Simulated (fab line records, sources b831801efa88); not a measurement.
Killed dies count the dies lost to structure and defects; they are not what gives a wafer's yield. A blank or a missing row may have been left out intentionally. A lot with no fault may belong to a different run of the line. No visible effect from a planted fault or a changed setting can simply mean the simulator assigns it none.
Which tool is to blame? -- flow sky130 -- 12 lots with 36 wafers sampled at 5 steps, on a route of 708 steps

## WHAT THE GAUGES READ, wafer by wafer
Not one reading of a measure or inspect step in the record can be checked against a usual standard deviation.

## WHAT TOOL EACH LOT RAN ON (gives the tool, then ch and the chambers of the sampled wafers, and finally the start)
lot,SKY_POLY_CUT_ETCH_11,SKY_LOCAL_INTERCONNECT_ETCH_13,SKY_METAL1_SPUTTER_00,SKY_METAL1_SPUTTER_04,SKY_PAD_OPEN_PROBE_99
L645,"rie diel-01 ch 0,2,3, day 25 08:14","rie metal-01 ch 0,1, day 31 09:47","pvd sputter-03, day 32 16:45","pvd sputter-03, day 32 16:51","prober-01, day 46 11:49"
L648,"rie diel-01 ch 0,1,3, day 25 18:17","rie metal-02 ch 0,1, day 31 20:50","pvd sputter-03, day 33 03:31","pvd sputter-03, day 33 03:36","prober-02, day 47 00:01"
L653,"rie diel-01 ch 0,1,2, day 27 04:45","rie metal-02 ch 0,1, day 33 05:58","pvd sputter-03, day 34 11:03","pvd sputter-03, day 34 11:08","prober-01, day 47 21:36"
L658,"rie diel-02 ch 1,2,3, day 30 08:33","rie metal-03 ch 0,1, day 36 03:59","pvd sputter-04, day 37 10:15","pvd sputter-04, day 37 10:20","prober-01, day 49 21:32"
L660,"rie diel-02 ch 0,2,3, day 30 12:51","rie metal-02 ch 0,1, day 36 07:52","pvd sputter-04, day 37 13:19","pvd sputter-04, day 37 13:25","prober-01, day 50 03:08"
L659,"rie diel-01 ch 0,2,3, day 30 13:30","rie metal-03 ch 0,1, day 36 09:47","pvd sputter-04, day 37 15:32","pvd sputter-04, day 37 15:38","prober-01, day 50 06:07"
L661,"rie diel-04 ch 0,1, day 30 14:23","rie metal-01 ch 0,1, day 36 10:08","pvd sputter-03, day 37 15:48","pvd sputter-03, day 37 15:53","prober-02, day 50 06:04"
L663,"rie diel-01 ch 0,1,3, day 30 17:26","rie metal-01 ch 0,1, day 36 12:41","pvd sputter-03, day 37 17:35","pvd sputter-03, day 37 17:41","prober-01, day 50 07:37"
L664,"rie diel-02 ch 2,3, day 31 07:08","rie metal-03 ch 0, day 37 01:59","pvd sputter-02, day 38 06:31","pvd sputter-02, day 38 06:37","prober-02, day 50 11:35"
L666,"rie diel-01 ch 1,2,3, day 32 12:33","rie metal-03 ch 0, day 38 05:29","pvd sputter-03, day 39 09:17","pvd sputter-03, day 39 09:23","prober-01, day 51 04:36"
L665,"rie diel-02 ch 2,3, day 32 14:32","rie metal-02 ch 0,1, day 38 06:38","pvd sputter-02, day 39 10:14","pvd sputter-02, day 39 10:19","prober-02, day 51 06:07"
L667,"rie diel-01 ch 0,2, day 32 15:30","rie metal-02 ch 0,1, day 38 07:35","pvd sputter-04, day 39 11:37","pvd sputter-04, day 39 11:42","prober-01, day 51 06:28"
- SKY_POLY_CUT_ETCH_11: etches Si3N4 in CF4/CH2F2/Ar, stops on poly-Si, time 42.5 s, target depth 60 nm.
- SKY_LOCAL_INTERCONNECT_ETCH_13: etches BARC in N2/H2, stops on SiO2, time 45.9 s, target depth 60 nm.
- SKY_METAL1_SPUTTER_00: material Ti, target thk 15 nm, time 10 s.
- SKY_METAL1_SPUTTER_04: material TiN, target thk 70 nm, time 58.3 s.
- SKY_PAD_OPEN_PROBE_99

## AS READ BY THE TOOLS THEMSELVES (means over the sampled wafers that have a number; for cases with no such wafer, the mark the record gives instead)
SKY_POLY_CUT_ETCH_11.
lot,tool,bias w (W),drypump motor current A (A),oes product au (a.u.),rf fwd power W (W),throttle valve pct (%)
L645,rie diel-01,150.6,6.0,0.832,593.3,14.997
L648,rie diel-01,149.7,6.0,0.831,591.9,14.990
L653,rie diel-01,149.9,6.1,0.827,592.7,14.987
L658,rie diel-02,150.2,5.2,0.829,596.1,14.993
L660,rie diel-02,150.0,5.4,0.829,595.7,14.992
L659,rie diel-01,149.8,6.0,0.836,592.1,15.001
L661,rie diel-04,149.5,5.7,0.836,597.2,14.994
L663,rie diel-01,150.1,6.0,0.840,588.4,14.994
L664,rie diel-02,150.2,5.3,0.840,594.6,14.997
L666,rie diel-01,149.8,6.2,0.832,592.0,14.988
L665,rie diel-02,149.9,5.3,0.837,595.1,14.990
L667,rie diel-01,149.9,6.0,0.840,591.9,14.988

SKY_LOCAL_INTERCONNECT_ETCH_13.
lot,tool,bias w (W),drypump motor current A (A),he backside leak sccm (sccm),oes product au (a.u.),rf fwd power W (W),throttle valve pct (%)
L645,rie metal-01,100.16,5.9,3.3,0.853,492.2,13.222
L648,rie metal-02,108.01,5.7,3.3,0.852,496.2,13.225
L653,rie metal-02,107.97,5.4,3.3,0.856,495.4,13.236
L658,rie metal-03,100.12,5.8,3.5,0.861,494.2,13.231
L660,rie metal-02,100.18,5.7,3.2,0.854,495.9,13.221
L659,rie metal-03,99.97,5.6,3.5,0.849,496.5,13.227
L661,rie metal-01,100.02,5.9,3.4,0.852,493.9,13.225
L663,rie metal-01,99.65,5.9,3.4,0.852,495.0,13.223
L664,rie metal-03,100.07,6.0,3.7,0.850,493.5,13.231
L666,rie metal-03,100.05,6.0,3.7,0.858,494.6,13.226
L665,rie metal-02,100.30,5.6,3.2,0.853,495.0,13.222
L667,rie metal-02,100.25,5.7,3.3,0.854,497.7,13.214

SKY_METAL1_SPUTTER_00.
lot,tool,throttle valve pct (%)
L645,pvd sputter-03,30.1
L648,pvd sputter-03,29.4
L653,pvd sputter-03,29.3
L658,pvd sputter-04,30.3
L660,pvd sputter-04,30.0
L659,pvd sputter-04,30.5
L661,pvd sputter-03,29.9
L663,pvd sputter-03,29.9
L664,pvd sputter-02,30.7
L666,pvd sputter-03,29.6
L665,pvd sputter-02,30.5
L667,pvd sputter-04,30.3

SKY_METAL1_SPUTTER_04.
lot,tool,throttle valve pct (%)
L645,pvd sputter-03,30.0
L648,pvd sputter-03,29.5
L653,pvd sputter-03,29.5
L658,pvd sputter-04,30.2
L660,pvd sputter-04,30.1
L659,pvd sputter-04,30.7
L661,pvd sputter-03,30.0
L663,pvd sputter-03,29.7
L664,pvd sputter-02,30.5
L666,pvd sputter-03,29.5
L665,pvd sputter-02,30.5
L667,pvd sputter-04,30.4

SKY_PAD_OPEN_PROBE_99.
lot,tool,killed_at_M0_to_M3,killed_at_M4_up,killed at contacts,killed at front end,killed at other,killed dies,killed on rim,killed open,killed short
L645,prober-01,41,3.7,18,17,0.3,79,13,45,34
L648,prober-02,37,2.3,19,16,0.3,75,14,44,31
L653,prober-01,40,3.0,27,12,0.0,81,16,44,36
L658,prober-01,44,1.7,27,15,0.7,89,16,46,43
L660,prober-01,33,3.3,25,23,0.0,84,11,49,35
L659,prober-01,41,3.0,23,13,0.0,81,14,42,39
L661,prober-02,37,3.0,24,18,0.7,82,15,46,36
L663,prober-01,47,4.7,28,15,0.3,96,19,49,47
L664,prober-02,49,3.3,22,18,0.0,92,21,50,42
L666,prober-01,43,2.3,24,17,0.0,86,15,47,38
L665,prober-02,45,3.0,27,17,0.0,92,18,49,42
L667,prober-01,43,5.7,19,22,0.3,91,21,48,43

## THE ANSWER, worked out from the rows above alone
Rule: the usual values come from the lots themselves. Put in order of their means at a reading, lots are off if they are a third of the lots or fewer, leave a main group of 4 or more, and stand apart from it by a gap of 3 or more times the standard deviation of the main group's means; of several such gaps the widest counts. If all means in a main group match to the digits the tables above print for the reading, that group is not used. Also off: a lot with no number at a reading for which 4 or more lots have one. The other lots that the step has rows for count as sound. Order of review: gauges by route order, followed by the tools' own readings, for which a lot's mean as printed above is used. The first step at which some lot is off is used, and at that step the reading that is off furthest; a lot without a number counts as furthest.
Off: L648, L653, at SKY_LOCAL_INTERCONNECT_ETCH_13 (bias w). The main group: mean 100.08 W, standard deviation 0.17.
If a tool, at that step or one of the process steps before it, ran each lot that is off and ran no sound lot following the first of them, it fits. No candidate that was tried fits.

## WHAT THE SIMULATOR HAD INSERTED
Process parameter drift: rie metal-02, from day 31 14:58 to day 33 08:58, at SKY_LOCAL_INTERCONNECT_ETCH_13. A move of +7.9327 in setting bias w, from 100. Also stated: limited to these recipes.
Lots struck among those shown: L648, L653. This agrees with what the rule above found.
